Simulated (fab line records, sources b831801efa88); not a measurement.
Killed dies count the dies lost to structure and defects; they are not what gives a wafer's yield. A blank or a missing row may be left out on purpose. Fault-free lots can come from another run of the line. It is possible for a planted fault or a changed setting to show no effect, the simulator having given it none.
fab line records | flow sky130
record: lots: 6 | wafers: 18 | last_day: 49
route steps=708 shown METAL4@622 PAD_OPEN@708
lots untouched by any fault: they come from a run of this same line in which no faults occurred
start_h: the number of hours between the record's first day and the start of the first shown wafer of the lot | wait_h: hours elapsed since this lot's preceding step | " as in the row above | L1.1+2: several wafers, shown together as one row | - value missing, or start not given | * or withheld: withheld | < > ~ a bound
route shown NAME@n: names a module that has steps shown in the file, with the first one's number in the route | usual: mean and standard deviation over wafers with no fault | same: alike in all rows | chamber/n: place in a boat | sites: each site's reading | _std_site: the standard deviation of these | _edge_site: inner sites' mean taken away from outer sites' mean | radius_mm: for every site, how far away it sits from the centre of the wafer | mask NAME#n: copy n | behind: the most recent tool/chamber to have shaped the wafer | hold: why the lot went on hold/how many hours it stayed there/how the hold came to an end | device: transistor that didn't switch, given as n, p or np | end of line: at the end of the route, the tests of the same wafers | where a step has no rows: the recipe by itself | killed: at the first sort, the dies lost to defects and structure; wafer yield is something else | map: dies across one wafer; x = killed, . = not, _ = none there
set.NAME: the setting as run; set.NAME@STEP: as run at that earlier step | model.NAME: the simulator's own value behind a step, which no gauge read
a table for each step, a row for each wafer; lots at some steps of the route
services: a tool's chamber out of use, with start hour (start_h, from the record's first day; less than 0 if before it), hours out, and reason
== steps ==
step: SKY_METAL4_HMDS_06
recipe: prime_time_s: 60 | prime_temp_c: 120
step: SKY_METAL4_COAT_07
recipe: resist: BARC | temp_c: withheld | time_s: withheld | spin_rpm: 3000 | resist_thk_nm: 60
step: SKY_METAL4_COAT_08
recipe: resist: KrF-thick | spin_rpm: 3000 | resist_thk_nm: 1140
step: SKY_METAL4_SOFTBAKE_09
recipe: temp_c: 100 | time_s: 90 | resist: KrF-thick
step: SKY_METAL4_EXPOSE_10
recipe: mask_id: MM4 | na: 0.68 | source_shape: annular | sigma_inner: 0.4 | sigma_outer: 0.8 | target_cd_nm: 300 | dose_mj: 28
step: SKY_METAL4_PEB_11
recipe: peb_temp_c: withheld | peb_time_s: withheld | resist: KrF-thick
step: SKY_METAL4_DEVELOP_12
recipe: develop_time_s: 60 | resist: KrF-thick | dev_temp_c: 21
step: SKY_METAL4_CD_MEAS_13
recipe: target_cd_nm: 300
usual: cd_nm: 299.8/1.3
lot.wafer | tool      | chamber | start_h | wait_h | cd_nm
L913.1    | cd_sem-01 | -       | 978.22  | -      | 298.7
L913.2    | "         | -       | "       | "      | 299.6
L913.3    | "         | -       | "       | "      | 300.1
L925.1    | cd_sem-01 | -       | 1064.62 | -      | 299.6
L925.4    | "         | -       | "       | "      | 300.3
L925.5    | "         | -       | "       | "      | 301.5
L927.2    | cd_sem-01 | -       | 1068.68 | -      | 300.5
L927.3    | "         | -       | "       | "      | 300.6
L927.6    | "         | -       | "       | "      | 301.2
L928.1    | cd_sem-01 | -       | 1083.81 | -      | 298.9
L928.2    | "         | -       | "       | "      | 298.7
L928.6    | "         | -       | "       | "      | 299.1
L929.4    | cd_sem-02 | -       | 1084.22 | -      | 300.0
L929.5    | "         | -       | "       | "      | 299.3
L929.6    | "         | -       | "       | "      | 300.1
L930.1    | cd_sem-02 | -       | 1096.49 | -      | 302.2
L930.3    | "         | -       | "       | "      | 301.8
L930.6    | "         | -       | "       | "      | 301.3
step: SKY_METAL4_OVL_MEAS_14
usual: METAL4_OVL: 3/5.2
lot.wafer | tool       | chamber | start_h | wait_h | METAL4_OVL[nm]
L913.1    | overlay-01 | -       | 978.34  | 0.1    | -2
L913.2    | "          | -       | "       | "      | 9
L913.3    | "          | -       | "       | "      | 5
L925.1    | overlay-02 | -       | 1064.74 | 0.1    | 1
L925.4    | "          | -       | "       | "      | -1
L925.5    | "          | -       | "       | "      | 0
L927.2    | overlay-01 | -       | 1068.79 | 0.1    | -8
L927.3    | "          | -       | "       | "      | 1
L927.6    | "          | -       | "       | "      | 0
L928.1    | overlay-02 | -       | 1083.93 | 0.1    | 2
L928.2    | "          | -       | "       | "      | -3
L928.6    | "          | -       | "       | "      | -5
L929.4    | overlay-01 | -       | 1084.30 | 0.1    | 4
L929.5    | "          | -       | "       | "      | 1
L929.6    | "          | -       | "       | "      | 5
L930.1    | overlay-01 | -       | 1096.61 | 0.1    | 2
L930.3    | "          | -       | "       | "      | 2
L930.6    | "          | -       | "       | "      | -5
step: SKY_METAL4_DESCUM_15
recipe: chemistry: O2 | source_power_w: 150 | bias_power_w: 0 | pressure_mtorr: 10 | temp_c: 40 | time_s: 8
usual: drypump_motor_current_A: 6.2/0.34 | he_backside_leak_sccm: 3.4/0.38 | oes_product_au: 0.993/0.01
lot.wafer | tool         | chamber | start_h | wait_h | drypump_motor_current_A | he_backside_leak_sccm | oes_product_au | rf_hours_counter_h
L913.1    | rie_metal-01 | 1       | 978.37  | 0.0    | 6.8                     | 3.5                   | 0.978          | 15
L913.2    | "            | 0       | "       | "      | 5.6                     | 3.6                   | 0.979          | 8
L913.3    | "            | 0       | "       | "      | 5.6                     | 3.5                   | 0.992          | -
L925.1    | rie_metal-01 | 1       | 1064.77 | 0.0    | 6.8                     | 3.0                   | 0.976          | 21
L925.4    | "            | 1       | "       | "      | 6.8                     | 3.3                   | 0.975          | -
L925.5    | "            | 0       | "       | "      | 5.6                     | 3.5                   | 0.986          | -
L927.2    | rie_metal-04 | 0       | 1068.82 | 0.0    | 6.1                     | 3.4                   | 1.001          | 22
L927.3    | "            | 1       | "       | "      | 6.1                     | 3.5                   | 1.004          | -
L927.6    | "            | 1       | "       | "      | 6.1                     | 3.7                   | 1.000          | -
L928.1    | rie_metal-02 | 0       | 1083.97 | 0.0    | 6.2                     | 3.2                   | 1.000          | 21
L928.2    | "            | 1       | "       | "      | 6.3                     | 3.5                   | 0.995          | 19
L928.6    | "            | 1       | "       | "      | 6.3                     | 3.4                   | 0.990          | -
L929.4    | rie_metal-01 | 1       | 1084.33 | 0.0    | 6.8                     | 3.4                   | 0.980          | -
L929.5    | "            | 1       | "       | "      | 6.8                     | 3.5                   | 0.984          | -
L929.6    | "            | 0       | "       | "      | 5.6                     | 3.4                   | 0.993          | -
L930.1    | rie_metal-04 | 0       | 1096.64 | 0.0    | 6.1                     | 3.3                   | 0.998          | 23
L930.3    | "            | 0       | "       | "      | 6.1                     | 3.4                   | 1.010          | -
L930.6    | "            | 1       | "       | "      | 6.1                     | 3.6                   | 0.991          | -
step: SKY_METAL4_ETCH_16
recipe: chemistry: N2/H2 | target: BARC | ion_energy_ev: 200 | bias_w: 100 | pressure_mtorr: 30 | n2_flow_sccm: 100 | h2_flow_sccm: 200 | icp_w: 500 | stop_on: SiO2 | time_s: 88.2 | target_depth_a: 600
usual: bias_w: 99.95/0.26 | drypump_motor_current_A: 6.2/0.34 | he_backside_leak_sccm: 3.40/0.25 | oes_product_au: 0.625/0.0047 | throttle_valve_pct: 13.206/0.008
lot.wafer | tool         | chamber | start_h | wait_h | bias_w | drypump_motor_current_A | he_backside_leak_sccm | oes_product_au | rf_hours_counter_h | throttle_valve_pct
L913.1    | rie_metal-01 | 1       | 978.40  | 0.0    | 99.76  | 6.9                     | 3.36                  | 0.631          | 15                 | 13.202
L913.2    | "            | 0       | "       | "      | 100.19 | 5.6                     | 3.38                  | 0.633          | 8                  | 13.217
L913.3    | "            | 0       | "       | "      | 99.88  | 5.6                     | 3.37                  | 0.630          | -                  | 13.206
L925.1    | rie_metal-01 | 1       | 1064.82 | 0.0    | 100.12 | 6.8                     | 3.14                  | 0.624          | 21                 | 13.204
L925.4    | "            | 1       | "       | "      | 100.06 | 6.9                     | 3.03                  | 0.626          | -                  | 13.206
L925.5    | "            | 0       | "       | "      | 100.58 | 5.6                     | 3.36                  | 0.630          | -                  | 13.190
L927.2    | rie_metal-04 | 0       | 1068.85 | 0.0    | 100.01 | 6.2                     | 3.48                  | 0.626          | 22                 | 13.219
L927.3    | "            | 1       | "       | "      | 100.08 | 6.1                     | 3.47                  | 0.620          | -                  | 13.208
L927.6    | "            | 1       | "       | "      | 100.09 | 6.1                     | 3.67                  | 0.626          | -                  | 13.215
L928.1    | rie_metal-02 | 0       | 1084.00 | 0.0    | 100.26 | 6.2                     | 3.08                  | 0.626          | 21                 | 13.208
L928.2    | "            | 1       | "       | "      | 99.85  | 6.4                     | 3.73                  | 0.627          | 19                 | 13.229
L928.6    | "            | 1       | "       | "      | 100.00 | 6.3                     | 3.72                  | 0.630          | -                  | 13.202
L929.4    | rie_metal-01 | 1       | 1084.38 | 0.0    | 99.74  | 6.8                     | 3.22                  | 0.623          | -                  | 13.209
L929.5    | "            | 1       | "       | "      | 99.35  | 6.8                     | 3.20                  | 0.623          | -                  | 13.207
L929.6    | "            | 0       | "       | "      | 100.39 | 5.6                     | 3.39                  | 0.620          | -                  | 13.189
L930.1    | rie_metal-04 | 0       | 1096.68 | 0.0    | 100.02 | 6.2                     | 3.43                  | 0.624          | 23                 | 13.212
L930.3    | "            | 0       | "       | "      | 99.53  | 6.2                     | 3.31                  | 0.622          | -                  | 13.204
L930.6    | "            | 1       | "       | "      | 100.24 | 6.1                     | 3.16                  | 0.627          | -                  | 13.194
step: SKY_METAL4_ETCH_17
recipe: target: SiO2 | stop_on: TiN | chemistry: C4F8/O2/Ar | source_w: 1500 | bias_w: 1200 | pressure_mtorr: 40 | c4f8_flow_sccm: withheld | O2_flow_sccm: 6 | Ar_flow_sccm: 300 | time_s: 3.9 | target_depth_a: 150
usual: bias_w: 1200/3.9 | oes_product_au: 0.753/0.0074
lot.wafer | tool        | chamber | start_h | wait_h | bias_w | oes_product_au
L913.1    | rie_diel-03 | 3       | 978.50  | 0.1    | 1197   | 0.754
L913.2    | "           | 0       | "       | "      | 1194   | 0.749
L913.3    | "           | 1       | "       | "      | 1203   | 0.744
L925.1    | rie_diel-03 | 1       | 1064.95 | 0.1    | 1208   | 0.760
L925.4    | "           | 3       | "       | "      | 1197   | 0.759
L925.5    | "           | 3       | "       | "      | 1201   | 0.753
L927.2    | rie_diel-04 | 2       | 1068.95 | 0.1    | 1198   | 0.760
L927.3    | "           | 0       | "       | "      | 1196   | 0.753
L927.6    | "           | 2       | "       | "      | 1204   | 0.771
L928.1    | rie_diel-04 | 1       | 1084.10 | 0.1    | 1198   | 0.751
L928.2    | "           | 2       | "       | "      | 1198   | 0.749
L928.6    | "           | 2       | "       | "      | 1201   | 0.754
L929.4    | rie_diel-03 | 2       | 1084.45 | 0.0    | 1201   | 0.763
L929.5    | "           | 3       | "       | "      | 1198   | 0.742
L929.6    | "           | 2       | "       | "      | 1205   | 0.754
L930.1    | rie_diel-03 | 1       | 1096.77 | 0.1    | 1206   | 0.749
L930.3    | "           | 3       | "       | "      | 1196   | 0.745
L930.6    | "           | 3       | "       | "      | 1202   | 0.756
step: SKY_METAL4_METAL_ETCH_18
recipe: target_depth_a: 8450 | stop_on: SiO2 | over_etch_frac: 0.3 | time_s: 183.1 | chemistry: Cl2/BCl3 | resist_sidewall_deg: 88 | pressure_mtorr: 10 | icp_w: 900 | bias_w: 48.5 | Cl2_flow_sccm: 60 | bcl3_flow_sccm: 30
usual: bias_w: 48.49/0.15 | drypump_motor_current_A: 6.2/0.36 | he_backside_leak_sccm: 3.36/0.19 | oes_product_au: 0.868/0.0074 | over_etch_frac: 0.3/0 | throttle_valve_pct: 22.265/0.0088
lot.wafer | tool         | chamber | start_h | wait_h | bias_w | drypump_motor_current_A | he_backside_leak_sccm | oes_product_au | over_etch_frac | rf_hours_counter_h | throttle_valve_pct | model.KrF-thick_of_METAL4_COAT_08.thk_nm | model.SiO2_of_VIA3_HDPCVD_00.thk_nm
L913.1    | rie_metal-04 | 1       | 978.52  | 0.0    | 48.40  | 6.1                     | 3.33                  | 0.876          | 0.3            | 13                 | 22.264             | 528.4                                    | 434.2
L913.2    | "            | 0       | "       | "      | 48.44  | 6.1                     | 3.47                  | 0.868          | 0.3            | 17                 | 22.260             | 523.2                                    | 435.3
L913.3    | "            | 0       | "       | "      | 48.35  | 6.1                     | 3.31                  | 0.867          | 0.3            | -                  | 22.262             | 523.9                                    | 432.7
L925.1    | rie_metal-04 | 1       | 1064.97 | 0.0    | 48.58  | 6.1                     | 3.47                  | 0.865          | 0.3            | 18                 | 22.267             | 541.2                                    | 435.6
L925.4    | "            | 0       | "       | "      | 48.63  | 6.2                     | 3.34                  | 0.875          | 0.3            | -                  | 22.280             | 536.4                                    | 436.7
L925.5    | "            | 1       | "       | "      | 48.37  | 6.1                     | 3.38                  | 0.868          | 0.3            | -                  | 22.283             | 539.2                                    | 434.8
L927.2    | rie_metal-02 | 1       | 1068.97 | 0.0    | 48.48  | 6.3                     | 3.55                  | 0.858          | 0.3            | 18                 | 22.263             | 534                                      | 437.7
L927.3    | "            | 1       | "       | "      | 48.52  | 6.3                     | 3.48                  | 0.866          | 0.3            | -                  | 22.256             | 536.3                                    | 435.8
L927.6    | "            | 0       | "       | "      | 48.52  | 6.2                     | 3.07                  | 0.866          | 0.3            | -                  | 22.269             | 520.2                                    | 436.6
L928.1    | rie_metal-04 | 1       | 1084.12 | 0.0    | 48.44  | 6.1                     | 3.33                  | 0.872          | 0.3            | 19                 | 22.260             | 531.7                                    | 436.6
L928.2    | "            | 0       | "       | "      | 48.37  | 6.1                     | 3.29                  | 0.875          | 0.3            | 23                 | 22.273             | 530.4                                    | 435.6
L928.6    | "            | 1       | "       | "      | 48.62  | 6.1                     | 3.47                  | 0.872          | 0.3            | -                  | 22.263             | 535.6                                    | 436.3
L929.4    | rie_metal-02 | 0       | 1084.53 | 0.1    | 48.53  | 6.2                     | 3.18                  | 0.811          | 0.45446        | -                  | 22.245             | 451.2                                    | 431.2
L929.5    | "            | 0       | "       | "      | 48.54  | 6.2                     | 3.02                  | 0.805          | 0.45446        | -                  | 22.252             | 456                                      | 430.6
L929.6    | "            | 1       | "       | "      | 48.41  | 6.4                     | 3.45                  | 0.845          | 0.3            | -                  | 22.265             | 532.4                                    | 435.5
L930.1    | rie_metal-02 | 0       | 1096.79 | 0.0    | 48.57  | 6.2                     | 3.09                  | 0.818          | 0.45446        | 22                 | 22.276             | 458.3                                    | 431.1
L930.3    | "            | 0       | "       | "      | 48.66  | 6.2                     | 3.15                  | 0.823          | 0.45446        | -                  | 22.263             | 455.5                                    | 434.7
L930.6    | "            | 0       | "       | "      | 48.41  | 6.2                     | 3.10                  | 0.808          | 0.45446        | -                  | 22.251             | 455                                      | 431.2
step: SKY_METAL4_STRIP_19
recipe: chemistry: O2/N2 | power_w: 1400 | pressure_mtorr: 1500 | platen_temp_c: withheld | o2_flow_sccm: 3000 | n2_flow_sccm: 300 | overash_fraction: 0.5
usual: drypump_motor_current_A: 5.9/0.41 | oes_product_au: 0.505/0.0059 | strip_time_to_endpoint_s: 6.59/0.086
same: overash_fraction: 0.5
lot.wafer | tool            | chamber | start_h | wait_h | drypump_motor_current_A | oes_product_au | rf_hours_counter_h | strip_time_to_endpoint_s
L913.1    | plasma_asher-04 | 0       | 978.70  | 0.1    | 5.3                     | 0.503          | 55                 | 6.56
L913.2    | "               | 1       | "       | "      | 6.0                     | 0.508          | 55                 | 6.49
L913.3    | "               | 1       | "       | "      | 6.0                     | 0.505          | -                  | 6.49
L925.1    | plasma_asher-04 | 1       | 1065.14 | 0.1    | 6.0                     | 0.515          | 64                 | 6.69
L925.4    | "               | 0       | "       | "      | 5.3                     | 0.502          | -                  | 6.63
L925.5    | "               | 1       | "       | "      | 6.0                     | 0.509          | -                  | 6.68
L927.2    | plasma_asher-01 | 0       | 1069.15 | 0.1    | 6.2                     | 0.507          | 93                 | 6.60
L927.3    | "               | 1       | "       | "      | 6.6                     | 0.511          | -                  | 6.61
L927.6    | "               | 1       | "       | "      | 6.6                     | 0.495          | -                  | 6.47
L928.1    | plasma_asher-01 | 0       | 1084.30 | 0.1    | 6.2                     | 0.508          | 95                 | 6.56
L928.2    | "               | 1       | "       | "      | 6.5                     | 0.505          | 95                 | 6.58
L928.6    | "               | 0       | "       | "      | 6.2                     | 0.501          | -                  | 6.61
L929.4    | plasma_asher-04 | 1       | 1084.68 | 0.1    | 6.0                     | 0.470          | -                  | 5.74
L929.5    | "               | 0       | "       | "      | 5.2                     | 0.472          | -                  | 5.82
L929.6    | "               | 1       | "       | "      | 6.0                     | 0.499          | -                  | 6.59
L930.1    | plasma_asher-01 | 0       | 1096.97 | 0.1    | 6.3                     | 0.472          | 96                 | 5.84
L930.3    | "               | 0       | "       | "      | 6.3                     | 0.468          | -                  | 5.82
L930.6    | "               | 0       | "       | "      | 6.2                     | 0.465          | -                  | 5.81
step: SKY_METAL4_STRIP_20
recipe: chemistry: post_etch_residue_remover | time_s: 1200 | temp_c: 72.5
step: SKY_PAD_OPEN_PROBE_99
usual: defect_limited_yield: 82.5/2 | killed_at_M0_to_M3: 42/6.6 | killed_at_M4_up: 3.1/1.9 | killed_at_contacts: 25/5.7 | killed_at_front_end: 16/5 | killed_dies: 86/9.6 | killed_on_rim: 16/4 | killed_open: 47/7.2 | killed_short: 39/6.2 | sort_bin_3_pad_short: 0.9/0.44 | sort_bin_5_function: 10.3/1.5 | sort_bin_6_memory: 6.2/1.1 | sort_n_pass: 406/9.6 | sort_yield_pct: 82.5/2
same: gross_dies: 492 | killed_at_back_side: 0 | killed_at_other: 0 | sort_bin_4_leakage[%]: 0 | sort_bin_8_speed[%]: 0
lot.wafer | tool      | chamber | start_h | wait_h | defect_limited_yield[%] | killed_at_M0_to_M3 | killed_at_M4_up | killed_at_contacts | killed_at_front_end | killed_dies | killed_on_rim | killed_open | killed_short | sort_bin_3_pad_short[%] | sort_bin_5_function[%] | sort_bin_6_memory[%] | sort_n_pass | sort_yield_pct[%]
L913.1    | prober-01 | -       | 1074.69 | 0.1    | 83.7                    | 32                 | 2               | 22                 | 24                  | 80          | 19            | 48          | 32           | 0.8                     | 9.8                    | 5.7                  | 412         | 83.7
L913.2    | prober-01 | -       | 1074.74 | 0.1    | 81.5                    | 40                 | 4               | 31                 | 16                  | 91          | 10            | 54          | 37           | 0                       | 14.4                   | 4.1                  | 401         | 81.5
L913.3    | prober-01 | -       | 1074.79 | 0.2    | 82.5                    | 39                 | 3               | 23                 | 21                  | 86          | 14            | 48          | 38           | 0.4                     | 11.4                   | 5.7                  | 406         | 82.5
L925.1    | prober-01 | -       | 1149.13 | 0.1    | 83.7                    | 43                 | 5               | 20                 | 12                  | 80          | 11            | 51          | 29           | 0.8                     | 10.8                   | 4.7                  | 412         | 83.7
L925.4    | prober-01 | -       | 1149.28 | 0.2    | 83.7                    | 40                 | 1               | 23                 | 16                  | 80          | 15            | 49          | 31           | 1.0                     | 9.6                    | 5.7                  | 412         | 83.7
L925.5    | prober-01 | -       | 1149.33 | 0.2    | 76.8                    | 62                 | 6               | 27                 | 19                  | 114         | 31            | 61          | 53           | 1.0                     | 11.8                   | 10.4                 | 378         | 76.8
L927.2    | prober-01 | -       | 1154.24 | 0.1    | 82.7                    | 46                 | 0               | 23                 | 16                  | 85          | 13            | 47          | 38           | 1.0                     | 10.6                   | 5.7                  | 407         | 82.7
L927.3    | prober-01 | -       | 1154.29 | 0.2    | 84.1                    | 32                 | 1               | 27                 | 18                  | 78          | 16            | 38          | 40           | 0                       | 10.0                   | 5.9                  | 414         | 84.1
L927.6    | prober-01 | -       | 1154.44 | 0.2    | 83.7                    | 32                 | 3               | 24                 | 21                  | 80          | 18            | 42          | 38           | 0.6                     | 8.5                    | 7.1                  | 412         | 83.7
L928.1    | prober-02 | -       | 1166.54 | 0.1    | 84.8                    | 45                 | 3               | 19                 | 8                   | 75          | 10            | 48          | 27           | 0.4                     | 8.9                    | 5.9                  | 417         | 84.8
L928.2    | prober-02 | -       | 1166.59 | 0.1    | 82.5                    | 40                 | 10              | 25                 | 11                  | 86          | 17            | 42          | 44           | 0.6                     | 12.2                   | 4.7                  | 406         | 82.5
L928.6    | prober-02 | -       | 1166.79 | 0.2    | 81.7                    | 40                 | 0               | 30                 | 20                  | 90          | 17            | 51          | 39           | 0.2                     | 11.0                   | 7.1                  | 402         | 81.7
L929.4    | prober-01 | -       | 1167.89 | 0.2    | 84.1                    | 45                 | 0               | 19                 | 14                  | 78          | 18            | 40          | 38           | 0.6                     | 8.7                    | 6.5                  | 414         | 84.1
L929.5    | prober-01 | -       | 1167.94 | 0.2    | 82.9                    | 39                 | 4               | 20                 | 21                  | 84          | 18            | 35          | 49           | 1.8                     | 9.8                    | 5.5                  | 408         | 82.9
L929.6    | prober-01 | -       | 1167.99 | 0.2    | 81.3                    | 46                 | 2               | 28                 | 16                  | 92          | 15            | 54          | 38           | 1.0                     | 9.8                    | 7.9                  | 400         | 81.3
L930.1    | prober-02 | -       | 1177.05 | 0.1    | 84.8                    | 32                 | 1               | 21                 | 21                  | 75          | 16            | 41          | 34           | 0.8                     | 8.9                    | 5.5                  | 417         | 84.8
L930.3    | prober-02 | -       | 1177.15 | 0.2    | 81.3                    | 35                 | 4               | 36                 | 17                  | 92          | 26            | 61          | 31           | 0.8                     | 10.2                   | 7.7                  | 400         | 81.3
L930.6    | prober-02 | -       | 1177.30 | 0.2    | 79.9                    | 48                 | 6               | 27                 | 18                  | 99          | 22            | 60          | 39           | 1.2                     | 12.8                   | 6.1                  | 393         | 79.9
killed by level:class
L913.1 VIA1:geometric_particle:open=8 LI_CONTACT:geometric_particle:open=7 FIELD_ISO:geometric_particle:short=6 POLY_GATE:geometric_particle:open=6 SPACER:geometric_particle:open=6 CONTACT:geometric_particle:open=6 VIA2:geometric_particle:open=6 FIELD_ISO:geometric_particle:open=4
L913.2 CONTACT:geometric_particle:open=18 LI_CONTACT:geometric_particle:open=6 VIA2:geometric_particle:open=6 VIA2:geometric_particle:short=6 FIELD_ISO:geometric_particle:short=5 VIA1:geometric_particle:open=5 FIELD_ISO:geometric_particle:open=4 LOCAL_INTERCONNECT:geometric_particle:short=4
L913.3 CONTACT:geometric_particle:open=10 VIA1:geometric_particle:open=10 LI_CONTACT:geometric_particle:open=7 VIA2:geometric_particle:open=6 VIA3:geometric_particle:open=5 POLY_GATE:geometric_particle:short=4 SPACER:geometric_particle:short=4 METAL2:geometric_particle:short=4
L925.1 VIA1:geometric_particle:open=11 CONTACT:geometric_particle:open=8 VIA2:geometric_particle:open=8 LI_CONTACT:geometric_particle:open=6 VIA3:geometric_particle:open=6 METAL1:geometric_particle:short=5 FIELD_ISO:geometric_particle:open=4 CONTACT:geometric_particle:short=4
L925.4 LI_CONTACT:geometric_particle:open=10 VIA1:geometric_particle:open=9 FIELD_ISO:geometric_particle:open=5 CONTACT:geometric_particle:open=5 VIA2:geometric_particle:open=5 METAL2:geometric_particle:short=5 POLY_GATE:geometric_particle:open=4 CONTACT:geometric_particle:short=4
L925.5 VIA1:geometric_particle:open=14 VIA3:geometric_particle:open=13 CONTACT:geometric_particle:open=10 CONTACT:geometric_particle:short=7 METAL2:geometric_particle:short=6 LI_CONTACT:geometric_particle:open=6 VIA3:geometric_particle:short=6 METAL1:geometric_particle:short=6
L927.2 CONTACT:geometric_particle:open=10 VIA1:geometric_particle:open=10 VIA2:geometric_particle:open=7 VIA3:geometric_particle:open=7 METAL1:geometric_particle:short=6 LI_CONTACT:geometric_particle:open=6 VIA1:geometric_particle:short=6 POLY_GATE:geometric_particle:short=5
L927.3 CONTACT:geometric_particle:open=8 LI_CONTACT:geometric_particle:open=7 VIA1:geometric_particle:short=6 CONTACT:geometric_particle:short=5 VIA1:geometric_particle:open=5 VIA3:geometric_particle:open=4 FIELD_ISO:geometric_particle:open=3 FIELD_ISO:geometric_particle:short=3
L927.6 LI_CONTACT:geometric_particle:open=9 VIA1:geometric_particle:open=9 CONTACT:geometric_particle:open=8 FIELD_ISO:geometric_particle:short=6 VIA1:geometric_particle:short=5 FIELD_ISO:geometric_particle:open=4 POLY_GATE:geometric_particle:short=4 VIA2:geometric_particle:short=4
L928.1 VIA1:geometric_particle:open=11 VIA2:geometric_particle:open=7 LI_CONTACT:geometric_particle:open=6 CONTACT:geometric_particle:open=5 METAL2:geometric_particle:short=5 LOCAL_INTERCONNECT:geometric_particle:short=4 VIA1:geometric_particle:short=4 METAL3:geometric_particle:short=4
L928.2 CONTACT:geometric_particle:open=10 VIA1:geometric_particle:open=8 VIA2:geometric_particle:short=6 LI_CONTACT:geometric_particle:open=6 CONTACT:geometric_particle:short=6 METAL2:geometric_particle:short=6 VIA2:geometric_particle:open=6 METAL4:geometric_particle:short=6
L928.6 VIA1:geometric_particle:open=12 LI_CONTACT:geometric_particle:open=8 CONTACT:geometric_particle:open=7 POLY_GATE:geometric_particle:short=6 VIA3:geometric_particle:open=6 LOCAL_INTERCONNECT:geometric_particle:short=6 METAL2:geometric_particle:short=6 CONTACT:geometric_particle:short=5
L929.4 VIA1:geometric_particle:open=10 METAL2:geometric_particle:short=7 VIA1:geometric_particle:short=6 LI_CONTACT:geometric_particle:open=5 CONTACT:geometric_particle:open=5 CONTACT:geometric_particle:short=4 METAL1:geometric_particle:short=4 VIA2:geometric_particle:open=4
L929.5 POLY_GATE:geometric_particle:short=9 METAL2:geometric_particle:short=7 CONTACT:geometric_particle:short=7 VIA1:geometric_particle:open=7 VIA1:geometric_particle:short=7 CONTACT:geometric_particle:open=5 VIA2:geometric_particle:open=5 LOCAL_INTERCONNECT:geometric_particle:short=4
L929.6 CONTACT:geometric_particle:open=16 VIA1:geometric_particle:open=13 LI_CONTACT:geometric_particle:open=6 VIA2:geometric_particle:short=6 POLY_GATE:geometric_particle:short=5 VIA1:geometric_particle:short=5 METAL2:geometric_particle:short=5 VIA3:geometric_particle:open=5
L930.1 VIA1:geometric_particle:open=8 VIA3:geometric_particle:open=8 FIELD_ISO:geometric_particle:short=7 LI_CONTACT:geometric_particle:open=7 LOCAL_INTERCONNECT:geometric_particle:short=6 POLY_GATE:geometric_particle:short=5 FIELD_ISO:geometric_particle:open=4 SPACER:geometric_particle:open=4
L930.3 CONTACT:geometric_particle:open=16 LI_CONTACT:geometric_particle:open=12 METAL1:geometric_particle:short=10 VIA1:geometric_particle:open=9 LOCAL_INTERCONNECT:geometric_particle:short=6 VIA2:geometric_particle:open=5 FIELD_ISO:geometric_particle:open=4 VIA3:geometric_particle:open=4
L930.6 VIA1:geometric_particle:open=11 CONTACT:geometric_particle:open=9 VIA3:geometric_particle:open=8 LI_CONTACT:geometric_particle:open=7 CONTACT:geometric_particle:short=7 FIELD_ISO:geometric_particle:open=6 METAL1:geometric_particle:short=6 METAL1:geometric_particle:open=5
== services ==
tool            | chamber | start_h | hours | kind
plasma_asher-04 | -       | 1014.64 | 2.5   | repair
plasma_asher-01 | -       | 1031.54 | 0.4   | repair
rie_metal-01    | -       | 1031.56 | 0.8   | repair
rie_diel-03     | -       | 1044.62 | 12.1  | repair
rie_metal-02    | 0       | 1045.28 | 3.6   | repair
rie_metal-02    | -       | 1055.55 | 0.4   | repair
plasma_asher-01 | -       | 1055.88 | 2.8   | pm
rie_diel-03     | 2       | 1070.43 | 4.6   | repair
rie_diel-04     | 2       | 1086.91 | 66.1  | repair
rie_metal-01    | -       | 1088.78 | 1.1   | repair
== key ==
first_sign: step: SKY_METAL4_METAL_ETCH_18 | reading: over_etch_frac | direction: up | sigmas: 99+ | usual: 0.3 | struck: 0.45446
effect: step: SKY_METAL4_METAL_ETCH_18 | reading: oes_product_au | direction: down | sigmas: 7.4 | usual: 0.868 | struck: 0.813
effect: step: SKY_METAL4_STRIP_19 | reading: strip_time_to_endpoint_s | direction: down | sigmas: 9.1 | usual: * | struck: *
model_effect: step: SKY_METAL4_METAL_ETCH_18 | value: KrF-thick_of_METAL4_COAT_08.thk_nm | without: 521.3 | struck: 455.2
met_at SKY_METAL4_METAL_ETCH_18
struck_wafers L929.4,L929.5,L930.1,L930.3,L930.6
onset_between 1068.97 1084.53
fault: kind: process_parameter_drift | tool: rie_metal-02 | chamber: 0 | onset_h: 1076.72 | steps: SKY_METAL4_METAL_ETCH_18 | channel: over_etch_frac | offset: 0.15446 | shape: step | end_h: 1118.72 | acts_in: these_recipes_only | stated: 0.3
